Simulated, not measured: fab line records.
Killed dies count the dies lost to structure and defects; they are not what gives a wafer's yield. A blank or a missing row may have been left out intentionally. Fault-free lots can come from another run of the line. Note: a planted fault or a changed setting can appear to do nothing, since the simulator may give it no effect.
The tool behind it: which one? | flow sky130 | 36 wafers from 12 lots sampled at 4 of the route's 708 steps

== WHAT THE GAUGES SHOWED, per wafer ==
SKY_SONOS_ONO_THK_MEAS_05. Usual: for SONOS_ONO_CVD_04_THK the level is 5.75 nm and the standard deviation is 0.12.
lot  | measured     | on            | SONOS_ONO_CVD_04_THK (nm) | flag
L446 | day 11 20:55 | film-metro-02 | 5.72 5.73 5.85            |
L448 | day 12 06:29 | film-metro-01 | 5.93 5.78 5.80            |
L449 | day 12 17:01 | film-metro-03 | 5.59 5.61 5.72            |
L450 | day 12 21:50 | film-metro-02 | 5.79 5.81 5.81            |
L454 | day 14 01:38 | film-metro-01 | 5.68 5.67 5.70            |
L457 | day 15 01:53 | film-metro-02 | 5.87 5.95 5.84            |
L459 | day 16 03:03 | film-metro-03 | 5.78 5.76 5.67            |
L460 | day 16 04:25 | film-metro-03 | 5.66 5.80 5.73            |
L466 | day 18 14:20 | film-metro-01 | 5.82 5.96 5.66            |
L467 | day 18 15:51 | film-metro-01 | 5.67 5.66 5.76            |
L468 | day 18 19:10 | film-metro-01 | 5.69 5.63 5.65            |
L469 | day 19 16:47 | film-metro-03 | 5.72 5.83 5.77            |

SKY_CONTACT_OVL_MEAS_15. Usual: for CONTACT_OVL the level is 3 nm and the standard deviation is 5.3.
lot  | measured     | on         | CONTACT_OVL (nm) | flag
L446 | day 31 21:46 | overlay-01 | -3 -1 -2         |
L448 | day 32 10:27 | overlay-02 | 5 13 3           |
L449 | day 32 17:40 | overlay-01 | 0 3 6            |
L450 | day 33 00:11 | overlay-02 | 6 0 5            |
L454 | day 34 04:06 | overlay-01 | -2 8 -2          |
L457 | day 35 02:25 | overlay-02 | -5 5 1           |
L459 | day 36 01:35 | overlay-02 | 10 6 6           |
L460 | day 36 02:18 | overlay-02 | -4 5 5           |
L466 | day 38 03:44 | overlay-02 | 2 4 1            |
L467 | day 38 07:08 | overlay-01 | 8 11 5           |
L468 | day 38 10:43 | overlay-01 | -8 -11 -6        |
L469 | day 39 05:12 | overlay-01 | -5 -5 -4         |

== EACH LOT AND THE TOOL THAT RAN IT (in order: tool; ch and the chambers of the sampled wafers; start) ==
lot  | SKY_FIELD_ISO_ETCH_17           | SKY_LDD_P_STRIP_10
L446 | rie-si-02 ch 0,2,3, day 2 03:50 | plasma-asher-04 ch 0,1, day 19 07:59
L448 | rie-si-01 ch 0,2, day 2 14:01   | plasma-asher-02 ch 0,1, day 19 16:31
L449 | rie-si-01 ch 1,2,3, day 2 21:01 | plasma-asher-03 ch 0,1, day 20 05:22
L450 | rie-si-01 ch 0,1,3, day 3 03:06 | plasma-asher-04 ch 0,1, day 20 13:17
L454 | rie-si-02 ch 0,1,3, day 3 23:23 | plasma-asher-04 ch 0,1, day 21 20:16
L457 | rie-si-02 ch 0,1,3, day 4 13:30 | plasma-asher-04 ch 0,1, day 23 00:38
L459 | rie-si-01 ch 0,2,3, day 5 03:19 | plasma-asher-03 ch 0,1, day 24 04:11
L460 | rie-si-01 ch 1,3, day 5 07:50   | plasma-asher-03 ch 0,1, day 24 05:31
L466 | rie-si-01 ch 1,2, day 6 14:42   | plasma-asher-04 ch 0,1, day 26 14:22
L467 | rie-si-01 ch 1,3, day 6 18:29   | plasma-asher-04 ch 0,1, day 26 16:59
L468 | rie-si-01 ch 1,3, day 6 22:53   | plasma-asher-02 ch 0,1, day 26 20:01
L469 | rie-si-02 ch 0,1,2, day 7 04:46 | plasma-asher-03 ch 0,1, day 27 20:05
- SKY_FIELD_ISO_ETCH_17: etches Si in HBr/Cl2/O2, target depth 342 nm, time 97.7 s.
- SKY_LDD_P_STRIP_10: strips in O2/N2.

== AS READ BY THE TOOLS THEMSELVES (means over the sampled wafers that have a number; for cases with no such wafer, the mark the record gives instead) ==
SKY_FIELD_ISO_ETCH_17. Usual: HBr_flow_sccm 149.9 sccm, standard deviation 0.46; chamber-pressure-mTorr 15.000 mTorr, standard deviation 0.014; drypump-motor-current-A 5.9 A, standard deviation 0.55; oes-product-au 0.999 a.u., standard deviation 0.0099; run-length-s 126.0 s, standard deviation 0.42; throttle-valve-pct 25.657 %, standard deviation 0.011.
lot  | tool      | HBr_flow_sccm (sccm) | chamber-pressure-mTorr (mTorr) | drypump-motor-current-A (A) | oes-product-au (a.u.) | run-length-s (s) | throttle-valve-pct (%) | flag
L446 | rie-si-02 | 150.2                | 14.999                         | 5.8                         | 1.007                 | 126.0            | 25.652                 |
L448 | rie-si-01 | 149.9                | 15.002                         | 6.0                         | 0.991                 | 126.1            | 25.657                 |
L449 | rie-si-01 | 150.0                | 14.990                         | 5.8                         | 0.993                 | 126.0            | 25.666                 |
L450 | rie-si-01 | 150.3                | 15.011                         | 5.6                         | 0.998                 | 126.2            | 25.659                 |
L454 | rie-si-02 | 150.2                | 14.992                         | 5.7                         | 0.994                 | 85.0             | 25.660                 | OFF
L457 | rie-si-02 | 150.1                | 14.981                         | 5.6                         | 0.999                 | 85.0             | 25.658                 | OFF
L459 | rie-si-01 | 149.4                | 14.991                         | 5.8                         | 0.998                 | 126.2            | 25.656                 |
L460 | rie-si-01 | 150.0                | 14.997                         | 5.5                         | 1.002                 | 125.9            | 25.662                 |
L466 | rie-si-01 | 150.0                | 14.990                         | 6.0                         | 0.996                 | 126.2            | 25.662                 |
L467 | rie-si-01 | 149.7                | 15.003                         | 5.6                         | 1.003                 | 126.1            | 25.657                 |
L468 | rie-si-01 | 149.7                | 14.999                         | 5.6                         | 1.004                 | 126.1            | 25.658                 |
L469 | rie-si-02 | 150.0                | 14.995                         | 6.3                         | 1.001                 | 126.2            | 25.658                 |

SKY_LDD_P_STRIP_10. Usual: chamber-pressure-mTorr 1500.0 mTorr, standard deviation 1.5; drypump-motor-current-A 5.6 A, standard deviation 0.39; n2-flow-sccm 299.9 sccm, standard deviation 0.82; oes-product-au 0.716 a.u., standard deviation 0.0046; strip-time-to-endpoint-s 14.17 s, standard deviation 0.038.
lot  | tool            | chamber-pressure-mTorr (mTorr) | drypump-motor-current-A (A) | n2-flow-sccm (sccm) | oes-product-au (a.u.) | strip-time-to-endpoint-s (s) | flag
L446 | plasma-asher-04 | 1499.6                         | 5.4                         | 299.3               | 0.715                 | 14.18                        |
L448 | plasma-asher-02 | 1500.1                         | 6.4                         | 299.4               | 0.714                 | 14.21                        |
L449 | plasma-asher-03 | 1499.3                         | 5.4                         | 299.9               | 0.714                 | 14.11                        |
L450 | plasma-asher-04 | 1500.9                         | 5.5                         | 300.3               | 0.717                 | 14.17                        |
L454 | plasma-asher-04 | 1500.0                         | 5.5                         | 299.7               | 0.715                 | 14.18                        |
L457 | plasma-asher-04 | 1501.1                         | 5.4                         | 299.2               | 0.719                 | 14.17                        |
L459 | plasma-asher-03 | 1500.4                         | 5.4                         | 299.7               | 0.714                 | 14.14                        |
L460 | plasma-asher-03 | 1499.5                         | 5.5                         | 300.3               | 0.718                 | 14.17                        |
L466 | plasma-asher-04 | 1499.4                         | 5.4                         | 300.7               | 0.714                 | 14.17                        |
L467 | plasma-asher-04 | 1499.4                         | 5.5                         | 299.7               | 0.718                 | 14.20                        |
L468 | plasma-asher-02 | 1499.8                         | 6.4                         | 299.9               | 0.712                 | 14.17                        |
L469 | plasma-asher-03 | 1499.8                         | 5.5                         | 299.9               | 0.717                 | 14.14                        |

== THE ANSWER, worked out from the rows above alone ==
Rule: a lot counts as off when the mean over its wafers that have a number is more than 3 standard deviations away from the usual mean. A lot without any number at a reading at which 4 lots or more have one is off too. Where the step has rows for the other lots, those lots are counted as sound. First the gauges in route order, then the tools' own readings, where a lot's mean is used as printed above. At the first step where some lot is off, the reading lying furthest off is the one used; lots without a number count as furthest.
Off: L454, L457, at SKY_FIELD_ISO_ETCH_17 (run-length-s).
If a tool, at that step or one of the process steps before it, ran each lot that is off and ran no sound lot following the first of them, it fits. No candidate that was tried fits.

== WHAT WAS PUT IN BY THE SIMULATOR ==
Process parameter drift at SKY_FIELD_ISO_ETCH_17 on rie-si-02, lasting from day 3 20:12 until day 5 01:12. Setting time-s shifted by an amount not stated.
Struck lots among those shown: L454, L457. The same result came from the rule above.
